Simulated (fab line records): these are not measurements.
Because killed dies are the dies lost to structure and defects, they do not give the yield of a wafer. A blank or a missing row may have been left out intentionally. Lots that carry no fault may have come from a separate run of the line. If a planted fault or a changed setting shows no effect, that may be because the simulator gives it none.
2 desks looking at one fault + flow gf180mcu + each desk has only its own numbers; what lay behind them comes last

## AT THE TOOL OWNER'S DESK: rtpAnneal-01
At GF_SALICIDE_RTA_08 (time 30 s), the tool's own readings, given per lot that ran on this tool as the mean of the sampled wafers with a number. Any lot whose mean is over 4 standard deviations away from the usual mean is out of limits and marked OUT; that distance is given in the brackets.
Columns: A = chamberO2Ppm at GF_SALICIDE_RTA_08, usual 1.998; B = lampPowerPct at GF_SALICIDE_RTA_08, usual 17.0 %; C = wafer_temp_C_max at GF_SALICIDE_RTA_08, usual 804.8
| lot  | first seen here | A     | B               | C                       |
|------|-----------------|-------|-----------------|-------------------------|
| L512 | day 18 01:10    | 2.020 | 16.6            | 804.8                   |
| L517 | day 20 01:16    | 1.994 | 11.3 (-7.1) OUT | 683.5 (-99 or more) OUT |
| L518 | day 20 06:25    | 2.028 | 11.3 (-7.1) OUT | 683.0 (-99 or more) OUT |
| L519 | day 20 14:39    | 1.990 | 11.3 (-7.1) OUT | 683.1 (-99 or more) OUT |
| L527 | day 23 04:17    | 1.972 | 16.6            | 804.3                   |
| L529 | day 23 20:14    | 2.009 | 16.6            | 805.3                   |
This desk's finding: out of limits on L517, L518, L519; first on L517, day 20 01:16 (lampPowerPct at GF_SALICIDE_RTA_08). Within limits: L512, L527, L529.

## METROLOGY DESK
What the gauges read, lot by lot, whatever tool the lot ran on: means of the sampled wafers that have a number. Any lot whose mean is over 4 standard deviations away from the usual mean is out of limits and marked OUT; that distance is given in the brackets.
Columns: A = SAB_OVL at GF_SAB_OVL_MEAS_10, usual 0.4 nm; B = SALICIDE_TIN_RS at GF_SALICIDE_RS_MEAS_04, usual 16.4 ohm/sq; C = SALICIDE_TIN_THK at GF_SALICIDE_THK_MEAS_05, usual 19.70 nm
| lot  | first seen here | A    | B    | C     |
|------|-----------------|------|------|-------|
| L512 | day 18 00:20    | -2.1 | 16.8 | 19.82 |
| L517 | day 20 00:25    | 0.2  | 16.3 | 19.76 |
| L518 | day 20 05:37    | 1.5  | 16.2 | 19.83 |
| L519 | day 20 13:50    | -0.1 | 16.6 | 19.85 |
| L523 | day 21 22:55    | 1.9  | 16.3 | 19.70 |
| L527 | day 23 03:28    | 1.6  | 16.5 | 19.69 |
| L529 | day 23 19:23    | -1.1 | 16.1 | 19.99 |
Finding of this desk: none of the 7 lots has anything out of limits.

## BROUGHT TOGETHER
The tool owner's desk had the chance to raise an alarm at day 20 01:16 on L517, L518, L519.
From the metrology desk's view, nothing was out of limits.
The metrology desk has L517, L518, L519 on record, within its limits.
GF_SALICIDE_RTA_08 was run on rtpAnneal-01 by each of the lots named.

## WHAT HAD BEEN PUT IN BY THE SIMULATOR
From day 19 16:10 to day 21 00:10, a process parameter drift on rtpAnneal-01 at GF_SALICIDE_RTA_08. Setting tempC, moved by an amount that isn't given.
Lots struck among those shown: L517, L518, L519.
Time in hours from fault onset to the first out-of-limits reading at each desk: the tool owner's desk, 9.
